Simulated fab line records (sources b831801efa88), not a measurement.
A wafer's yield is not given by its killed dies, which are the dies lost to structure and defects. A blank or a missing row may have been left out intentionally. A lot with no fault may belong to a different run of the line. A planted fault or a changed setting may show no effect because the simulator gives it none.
Which of the tools did it? -- flow gf180mcu -- 21 wafers sampled from 7 lots at 1 step of a route of 602

WHAT EACH GAUGE READ, for each wafer
GF_SALICIDE_THK_MEAS_05: measures by xrf.
lot,measured,on,SALICIDE_TIN_THK (nm)
L120,day 16 01:42,film metro-02,19.47 19.72 19.76
L123,day 16 23:08,film metro-02,20.36 20.36 20.50
L126,day 17 20:38,film metro-03,20.73 20.65 20.54
L128,day 18 20:23,film metro-04,20.05 20.28 20.12
L130,day 19 09:08,film metro-03,20.18 20.11 20.11
L133,day 20 13:24,film metro-04,20.47 20.36 20.64
L141,day 23 12:53,film metro-03,20.40 20.34 20.33

WHICH TOOL RAN EACH LOT (tool, then ch and the chambers of the sampled wafers, then the start)
The record holds no process step before these readings.

THE ANSWER, worked out from the rows above alone
Rule: the lots themselves supply what counts as usual. Put in order of their means at a reading, lots are off if they are a third of the lots or fewer, leave a main group of 4 or more, and stand apart from it by a gap of 3 or more times the standard deviation of the main group's means; of several such gaps the widest counts. Not used: any main group whose means are identical at the precision the tables above print for the reading. A lot without any number at a reading at which 4 lots or more have one is off too. Where the step has rows for the other lots, those lots are counted as sound.
None of the lots is off at any reading shown; this tells nothing.

WHAT WAS PUT IN BY THE SIMULATOR
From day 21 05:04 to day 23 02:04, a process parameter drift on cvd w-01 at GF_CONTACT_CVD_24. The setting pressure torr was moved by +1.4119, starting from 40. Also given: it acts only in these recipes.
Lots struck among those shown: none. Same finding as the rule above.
